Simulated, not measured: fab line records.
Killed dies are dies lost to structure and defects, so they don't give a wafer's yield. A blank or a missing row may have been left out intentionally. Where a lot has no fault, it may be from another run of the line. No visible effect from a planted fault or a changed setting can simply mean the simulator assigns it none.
fab line records ; flow sky130
record lots=12; wafers=35; last-day=50
route steps=708 shown VT_ADJUST_LVTN@112 RES_PROTECT@215 LOCAL_INTERCONNECT@401 CONTACT@421
lots untouched by any fault: they come from a run of this same line in which no faults occurred
start-h: hours from the record's first day to the start of the lot's first wafer shown ; wait-h: how many hours have passed since the lot's step before this one ; " identical to the entry in the row above ; L1.1+2: a single row standing in for several wafers ; - no value present, or no start provided ; * or withheld: withheld ; < > ~ a bound
route shown NAME@n: names a module that has steps shown in the file, with the first one's number in the route ; usual: the fault-free wafers' mean and standard deviation ; same: alike in all rows ; chamber/n: place in a boat ; sites: each site's reading ; _std_site: the values' standard deviation ; _edge_site: the outer-site mean with the inner-site mean subtracted ; radius-mm: for every site, how far away it sits from the centre of the wafer ; mask NAME#n: copy n ; behind: tool/chamber where the wafer was last shaped ; hold: reason for holding the lot/hours on hold/outcome of the hold ; device: which transistor (n, p or np) failed to switch ; end of line: the same wafers' tests at the end of the route ; step lacking rows: just its recipe ; killed: the dies lost at the first sort to structure and to defects; this is not the yield of the wafer ; map: per-die view of a wafer (x killed, . not killed, _ where there is no die)
set.NAME: setting as actually run; set.NAME@STEP: the setting as run at that earlier step ; model.NAME: the simulator's own value behind a step, which no gauge read
steps of the route over a sample of lots; a table a step, a row a wafer
services: from which hour (start-h, from the record's first day; less than 0 if before it) a tool's chamber was out of use, for how many hours, and why
## steps
# step SKY_VT_ADJUST_LVTN_EXPOSE_15
# recipe mask-id=HVN_STD_DERIVED; na=0.6; source-shape=conventional; sigma-outer=0.6; polarization=unpolarized; target-cd-nm=600; dose-mj=163
# usual reticle-temp-C=22.97/0.11
lot.wafer;tool;chamber;start-h;wait-h;mask;reticle-temp-C
L373.2;iline-stepper-02;0;169.74;-;HVN_STD_DERIVED#0;23.04
L373.3;iline-stepper-02;0;169.74;-;HVN_STD_DERIVED#0;22.97
L373.4;iline-stepper-02;0;169.74;-;HVN_STD_DERIVED#0;22.95
L375.4;iline-stepper-02;0;171.67;-;HVN_STD_DERIVED#0;23.17
L375.5;iline-stepper-02;0;171.67;-;HVN_STD_DERIVED#0;22.98
L375.6;iline-stepper-02;0;171.67;-;HVN_STD_DERIVED#0;23.21
L374.1;iline-stepper-02;0;171.73;-;HVN_STD_DERIVED#0;22.83
L374.5;iline-stepper-02;0;171.73;-;HVN_STD_DERIVED#0;22.91
L374.6;iline-stepper-02;0;171.73;-;HVN_STD_DERIVED#0;22.83
L376.3;iline-stepper-02;0;172.98;-;HVN_STD_DERIVED#0;23.19
L376.5;iline-stepper-02;0;172.98;-;HVN_STD_DERIVED#0;22.87
L376.6;iline-stepper-02;0;172.98;-;HVN_STD_DERIVED#0;23.10
L377.1;iline-stepper-01;0;182.50;-;HVN_STD_DERIVED#0;23.04
L377.2;iline-stepper-01;0;182.50;-;HVN_STD_DERIVED#0;22.96
L377.3;iline-stepper-01;0;182.50;-;HVN_STD_DERIVED#0;22.94
L385.2;iline-stepper-02;0;232.21;-;HVN_STD_DERIVED#0;23.17
L385.3;iline-stepper-02;0;232.21;-;HVN_STD_DERIVED#0;23.05
L385.6;iline-stepper-02;0;232.21;-;HVN_STD_DERIVED#0;23.13
L386.2;iline-stepper-02;0;241.85;-;HVN_STD_DERIVED#0;22.89
L386.3;iline-stepper-02;0;241.85;-;HVN_STD_DERIVED#0;23.01
L386.5;iline-stepper-02;0;241.85;-;HVN_STD_DERIVED#0;22.86
L387.4;iline-stepper-02;0;248.94;-;HVN_STD_DERIVED#0;22.91
L387.5;iline-stepper-02;0;248.94;-;HVN_STD_DERIVED#0;22.95
L387.6;iline-stepper-02;0;248.94;-;HVN_STD_DERIVED#0;22.95
L388.1;iline-stepper-01;0;255.00;-;HVN_STD_DERIVED#0;22.96
L388.3;iline-stepper-01;0;255.00;-;HVN_STD_DERIVED#0;22.99
L388.4;iline-stepper-01;0;255.00;-;HVN_STD_DERIVED#0;22.95
L389.1;iline-stepper-01;0;259.30;-;HVN_STD_DERIVED#0;22.91
L389.2;iline-stepper-01;0;259.30;-;HVN_STD_DERIVED#0;22.75
L389.5;iline-stepper-01;0;259.30;-;HVN_STD_DERIVED#0;22.91
L391.2;iline-stepper-01;0;271.77;-;HVN_STD_DERIVED#0;23.08
L391.5;iline-stepper-01;0;271.77;-;HVN_STD_DERIVED#0;23.08
L393.2;iline-stepper-01;0;283.44;-;HVN_STD_DERIVED#0;23.06
L393.4;iline-stepper-01;0;283.44;-;HVN_STD_DERIVED#0;22.86
L393.6;iline-stepper-01;0;283.44;-;HVN_STD_DERIVED#0;22.91
# step SKY_VT_ADJUST_LVTN_OVL_MEAS_18
# usual VT_ADJUST_LVTN_01_OVL=-1.2/1.3
lot.wafer;tool;chamber;start-h;wait-h;VT_ADJUST_LVTN_01_OVL[nm]
L373.2;overlay-02;-;179.40;0.1;-1.2
L373.3;overlay-02;-;179.40;0.1;0.0
L373.4;overlay-02;-;179.40;0.1;-0.5
L375.4;overlay-02;-;181.33;0.1;-3.8
L375.5;overlay-02;-;181.33;0.1;-1.3
L375.6;overlay-02;-;181.33;0.1;-2.1
L374.1;overlay-01;-;181.48;0.1;-0.6
L374.5;overlay-01;-;181.48;0.1;-0.7
L374.6;overlay-01;-;181.48;0.1;-2.1
L376.3;overlay-01;-;182.83;0.1;-1.3
L376.5;overlay-01;-;182.83;0.1;-0.8
L376.6;overlay-01;-;182.83;0.1;-3.1
L377.1;overlay-01;-;193.00;0.1;-2.6
L377.2;overlay-01;-;193.00;0.1;-1.4
L377.3;overlay-01;-;193.00;0.1;-1.9
L385.2;overlay-01;-;243.77;0.1;225.9
L385.3;overlay-01;-;243.77;0.1;229.5
L385.6;overlay-01;-;243.77;0.1;227.8
L386.2;overlay-01;-;252.85;0.1;226.1
L386.3;overlay-01;-;252.85;0.1;226.5
L386.5;overlay-01;-;252.85;0.1;225.5
L387.4;overlay-02;-;260.72;0.1;226.2
L387.5;overlay-02;-;260.72;0.1;225.3
L387.6;overlay-02;-;260.72;0.1;224.3
L388.1;overlay-02;-;267.36;0.1;-0.6
L388.3;overlay-02;-;267.36;0.1;-1.4
L388.4;overlay-02;-;267.36;0.1;-2.5
L389.1;overlay-01;-;271.03;0.1;0.6
L389.2;overlay-01;-;271.03;0.1;-0.7
L389.5;overlay-01;-;271.03;0.1;-0.9
L391.2;overlay-02;-;283.13;0.1;-2.6
L391.5;overlay-02;-;283.13;0.1;-2.5
L393.2;overlay-02;-;296.05;0.1;-0.7
L393.4;overlay-02;-;296.05;0.1;0.8
L393.6;overlay-02;-;296.05;0.1;-1.6
# step SKY_RES_PROTECT_TW_MEAS_08
# usual POLY_GATE_TW=4023/38
lot.wafer;tool;chamber;start-h;wait-h;POLY_GATE_TW
L375.4;film-metro-01;-;357.63;0.1;4079
L375.5;film-metro-01;-;357.63;0.1;4079
L375.6;film-metro-01;-;357.63;0.1;4093
L374.1;film-metro-01;-;360.22;0.1;4107
L374.5;film-metro-01;-;360.22;0.1;4074
L374.6;film-metro-01;-;360.22;0.1;4090
L373.2;film-metro-01;-;363.16;0.1;4096
L373.3;film-metro-01;-;363.16;0.1;4069
L373.4;film-metro-01;-;363.16;0.1;4086
L376.3;film-metro-04;-;363.47;0.1;3994
L376.5;film-metro-04;-;363.47;0.1;4018
L376.6;film-metro-04;-;363.47;0.1;3996
L377.1;film-metro-04;-;373.00;0.1;4048
L377.2;film-metro-04;-;373.00;0.1;4043
L377.3;film-metro-04;-;373.00;0.1;4061
L385.2;film-metro-02;-;445.56;0.1;4035
L385.3;film-metro-02;-;445.56;0.1;4014
L385.6;film-metro-02;-;445.56;0.1;4017
L386.2;film-metro-04;-;459.16;0.1;3982
L386.3;film-metro-04;-;459.16;0.1;3963
L386.5;film-metro-04;-;459.16;0.1;3975
L387.4;film-metro-04;-;466.05;0.1;3954
L387.5;film-metro-04;-;466.05;0.1;3962
L387.6;film-metro-04;-;466.05;0.1;3953
L388.1;film-metro-04;-;473.48;0.1;3995
L388.3;film-metro-04;-;473.48;0.1;3977
L388.4;film-metro-04;-;473.48;0.1;3994
L389.1;film-metro-04;-;477.77;0.1;3979
L389.2;film-metro-04;-;477.77;0.1;3987
L389.5;film-metro-04;-;477.77;0.1;3958
L391.2;film-metro-02;-;529.01;0.1;4013
L391.5;film-metro-02;-;529.01;0.1;4034
L393.2;film-metro-04;-;529.04;0.1;3965
L393.4;film-metro-04;-;529.04;0.1;3959
L393.6;film-metro-04;-;529.04;0.1;3957
# step SKY_LOCAL_INTERCONNECT_METAL_ETCH_14
# recipe target-depth-nm=110; stop-on=PSG; chemistry=Cl2/BCl3; target=TiN; resist-sidewall-deg=88; pressure-mtorr=10; icp-w=900; bias-w=48.5; Cl2_flow_sccm=60; bcl3-flow-sccm=30; time-s=31.4
# usual drypump-motor-current-A=5.9/0.51; oes-product-au=0.940/0.0091; rf-fwd-power-W=889/3.5; throttle-valve-pct=21.902/0.01
lot.wafer;tool;chamber;start-h;wait-h;drypump-motor-current-A;oes-product-au;rf-fwd-power-W;rf-hours-counter-h;throttle-valve-pct
L375.4;rie-metal-04;1;729.16;0.0;5.9;0.945;890;-;21.894
L375.5;rie-metal-04;1;729.16;0.0;5.9;0.948;890;-;21.890
L375.6;rie-metal-04;0;729.16;0.0;6.1;0.942;884;-;21.912
L374.1;rie-metal-02;1;729.66;0.0;6.3;0.933;885;11;21.898
L374.5;rie-metal-02;1;729.66;0.0;6.3;0.938;883;-;21.910
L374.6;rie-metal-02;0;729.66;0.0;4.7;0.929;892;-;21.918
L373.2;rie-metal-01;1;731.22;0.1;6.2;0.927;890;13;21.892
L373.3;rie-metal-01;1;731.22;0.1;6.2;0.926;892;-;21.897
L373.4;rie-metal-01;0;731.22;0.1;5.9;0.929;894;-;21.927
L376.3;rie-metal-04;1;732.13;0.0;5.9;0.961;889;-;21.889
L376.5;rie-metal-04;1;732.13;0.0;5.9;0.952;889;-;21.885
L376.6;rie-metal-04;0;732.13;0.0;6.1;0.938;882;-;21.914
L377.1;rie-metal-04;0;738.56;0.0;6.0;0.945;889;5;21.886
L377.2;rie-metal-04;1;738.56;0.0;5.9;0.939;889;14;21.895
L377.3;rie-metal-04;1;738.56;0.0;5.9;0.933;884;-;21.912
L385.2;rie-metal-02;1;804.95;0.0;6.3;0.938;885;13;21.916
L385.3;rie-metal-02;1;804.95;0.0;6.3;0.945;887;-;21.909
L385.6;rie-metal-02;0;804.95;0.0;4.8;0.937;887;-;21.889
L386.2;rie-metal-04;0;813.76;0.0;6.0;0.937;885;7;21.905
L386.3;rie-metal-04;1;813.76;0.0;5.9;0.946;891;-;21.908
L386.5;rie-metal-04;1;813.76;0.0;5.9;0.943;895;-;21.905
L387.4;rie-metal-04;0;821.50;0.1;6.0;0.938;888;-;21.896
L387.5;rie-metal-04;0;821.50;0.1;6.0;0.932;890;-;21.900
L387.6;rie-metal-04;0;821.50;0.1;6.0;0.918;887;-;21.925
L388.1;rie-metal-02;1;825.64;0.0;6.3;0.948;887;13;21.888
L388.3;rie-metal-02;0;825.64;0.0;4.7;0.956;891;-;21.898
L388.4;rie-metal-02;1;825.64;0.0;6.3;0.944;889;-;21.905
L389.1;rie-metal-01;1;826.80;0.0;6.3;0.953;889;0;21.889
L389.2;rie-metal-01;0;826.80;0.0;5.9;0.938;893;15;21.906
L389.5;rie-metal-01;1;826.80;0.0;6.3;0.946;893;-;21.917
L393.2;rie-metal-01;1;873.69;0.0;6.2;0.948;894;2;21.917
L393.4;rie-metal-01;0;873.69;0.0;5.9;0.943;894;-;21.904
L393.6;rie-metal-01;0;873.69;0.0;5.9;0.933;888;-;21.903
L391.2;rie-metal-01;1;876.64;0.0;6.3;0.928;894;2;21.909
L391.5;rie-metal-01;0;876.64;0.0;5.9;0.933;891;-;21.897
# step SKY_CONTACT_OVL_MEAS_15
# usual CONTACT_OVL=0/5.5
lot.wafer;tool;chamber;start-h;wait-h;CONTACT_OVL[nm]
L375.4;overlay-02;-;757.08;0.1;5
L375.5;overlay-02;-;757.08;0.1;5
L375.6;overlay-02;-;757.08;0.1;4
L374.1;overlay-02;-;757.33;0.1;0
L374.5;overlay-02;-;757.33;0.1;-5
L374.6;overlay-02;-;757.33;0.1;-1
L373.2;overlay-01;-;758.29;0.1;0
L373.3;overlay-01;-;758.29;0.1;-12
L373.4;overlay-01;-;758.29;0.1;7
L376.3;overlay-02;-;759.36;0.1;13
L376.5;overlay-02;-;759.36;0.1;11
L376.6;overlay-02;-;759.36;0.1;4
L377.1;overlay-02;-;766.92;0.1;-12
L377.2;overlay-02;-;766.92;0.1;-1
L377.3;overlay-02;-;766.92;0.1;-8
L385.2;overlay-01;-;831.90;0.1;-2
L385.3;overlay-01;-;831.90;0.1;0
L385.6;overlay-01;-;831.90;0.1;-7
L386.2;overlay-02;-;841.20;0.1;-4
L386.3;overlay-02;-;841.20;0.1;-12
L386.5;overlay-02;-;841.20;0.1;-7
L387.4;overlay-02;-;848.53;0.1;-2
L387.5;overlay-02;-;848.53;0.1;-4
L387.6;overlay-02;-;848.53;0.1;-4
L388.1;overlay-02;-;852.97;0.1;5
L388.3;overlay-02;-;852.97;0.1;3
L388.4;overlay-02;-;852.97;0.1;-6
L389.1;overlay-02;-;854.30;0.1;-1
L389.2;overlay-02;-;854.30;0.1;7
L389.5;overlay-02;-;854.30;0.1;3
L393.2;overlay-01;-;899.79;0.1;-1
L393.4;overlay-01;-;899.79;0.1;-3
L393.6;overlay-01;-;899.79;0.1;-5
L391.2;overlay-02;-;902.71;0.1;2
L391.5;overlay-02;-;902.71;0.1;8
## services
tool;chamber;start-h;hours;kind
rie-metal-04;0;160.85;11.5;repair
rie-metal-04;-;169.12;0.1;repair
iline-stepper-01;-;169.54;4.6;repair
iline-stepper-02;-;184.69;1.7;pm
iline-stepper-02;-;222.53;2.1;pm
iline-stepper-01;-;272.24;4.9;repair
rie-metal-01;-;309.49;1.3;repair
iline-stepper-02;-;318.33;8.1;repair
rie-metal-04;1;327.13;4.5;repair
iline-stepper-01;-;390.85;4.4;pm
rie-metal-04;-;395.70;1.2;repair
iline-stepper-02;-;402.87;1.7;pm
iline-stepper-02;-;477.56;4.2;repair
iline-stepper-02;-;539.43;8.4;repair
iline-stepper-01;-;561.48;3.4;repair
iline-stepper-01;-;568.33;1.7;pm
rie-metal-04;1;632.25;4.4;repair
iline-stepper-02;-;661.69;14.0;repair
rie-metal-04;-;758.39;3.0;repair
iline-stepper-01;-;786.57;1.7;pm
rie-metal-04;1;816.17;32.6;repair
iline-stepper-02;-;838.89;1.2;repair
iline-stepper-02;-;840.13;1.7;pm
iline-stepper-02;-;844.23;4.4;pm
## key
first-sign step=SKY_VT_ADJUST_LVTN_OVL_MEAS_18; reading=VT_ADJUST_LVTN_01_OVL; direction=up; sigmas=99+; usual=-1.2; struck=226.4
effect none on later readings
met-at SKY_VT_ADJUST_LVTN_EXPOSE_15
struck-lots L385,L386,L387
tester-left-out L385,L386,L387
not-acting-at SKY_RES_PROTECT_TW_MEAS_08,SKY_LOCAL_INTERCONNECT_METAL_ETCH_14,SKY_CONTACT_OVL_MEAS_15
onset-between 172.98 232.21
fault kind=scanner-matching-overlay; tool=iline-stepper-02; chamber=-; onset-h=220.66; steps=SKY_VT_ADJUST_LVTN_EXPOSE_15; offset=227.58
# tester-left-out: of these lots the tester's yield and bins aren't shown, on N5 and GAA mostly nor the transistor test; their killed dies are dies lost to structure and defects alone, not to doping, threshold or leakage, so they don't give the yield
